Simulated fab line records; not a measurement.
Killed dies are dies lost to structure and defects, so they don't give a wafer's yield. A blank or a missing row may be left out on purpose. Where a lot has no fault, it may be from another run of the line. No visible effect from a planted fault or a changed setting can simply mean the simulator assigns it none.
One fault through the eyes of 2 desks | flow gf180mcu | each desk holds nothing but its own numbers, with what lay behind them at the end

AT THE METROLOGY DESK
What the gauges read for every lot (on any tool): the sampled wafers with a number, averaged. The brackets show how far a lot's mean lies from the usual mean; more than 4 standard deviations puts the lot out of limits, marked OUT.
Columns: A = V4_BOW at GF_V4_BOW_MEAS_05, usual 136 um; B = PASSIVATION_CVD_02_THK at GF_PASSIVATION_THK_MEAS_03, usual 702 nm
lot  | first seen here | A   | B
L549 | day 24 16:42    | 141 | 711
L551 | day 24 21:15    | 143 | 1042 (+35) OUT
L552 | day 25 04:25    | 131 | 876 (+18) OUT
L560 | day 27 18:45    | 146 | 705
L561 | day 27 21:36    | 135 | 688
L562 | day 28 14:11    | 141 | 703
L563 | day 28 16:59    | 138 | 692
L564 | day 29 07:08    | 133 | 710
L565 | day 29 09:13    | 133 | 706
L566 | day 29 11:20    | 140 | 699
L567 | day 29 15:14    | 150 | 705
L568 | day 30 04:36    | 137 | 705
L570 | day 31 01:27    | 130 | 708
This desk's result: L551, L552 out of limits, first on L551 (PASSIVATION_CVD_02_THK at GF_PASSIVATION_THK_MEAS_03), day 29 10:01. L549, L560, L561, L562, L563, L564, L565, L566, L567, L568, L570 stayed within limits.

THE TOOL OWNER'S DESK: pecvd-03
The tool's own readings at GF_PASSIVATION_CVD_02 (deposits Si3N4, target thk 700 nm, time 486.18 s): means of the sampled wafers that have a number, for each lot that ran on this tool. The brackets show how far a lot's mean lies from the usual mean; more than 4 standard deviations puts the lot out of limits, marked OUT.
Columns: A = heater power w at GF_PASSIVATION_CVD_02, usual 737 W
lot  | first seen here | A
L549 | day 29 03:55    | 808
L551 | day 29 09:43    | 711
L552 | day 29 16:28    | 857
L562 | day 32 15:42    | 750
L563 | day 32 17:16    | 732
L565 | day 33 06:26    | 797
L568 | day 33 22:11    | 750
This desk found nothing out of limits on any of the 7 lots.

PUT TOGETHER
The metrology desk could have raised an alarm at day 29 10:01, on L551, L552.
Nothing out of limits was seen by the tool owner's desk.
On record at the tool owner's desk: L551, L552, within its limits.
On pecvd-03, each named lot ran GF_PASSIVATION_CVD_02.

WHAT THE SIMULATOR HAD INSERTED
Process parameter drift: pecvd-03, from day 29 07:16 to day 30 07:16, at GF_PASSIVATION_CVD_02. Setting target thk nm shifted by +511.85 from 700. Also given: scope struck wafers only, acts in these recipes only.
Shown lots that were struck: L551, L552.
Delay in hours, fault start to first out-of-limits reading, per desk: metrology desk 3.
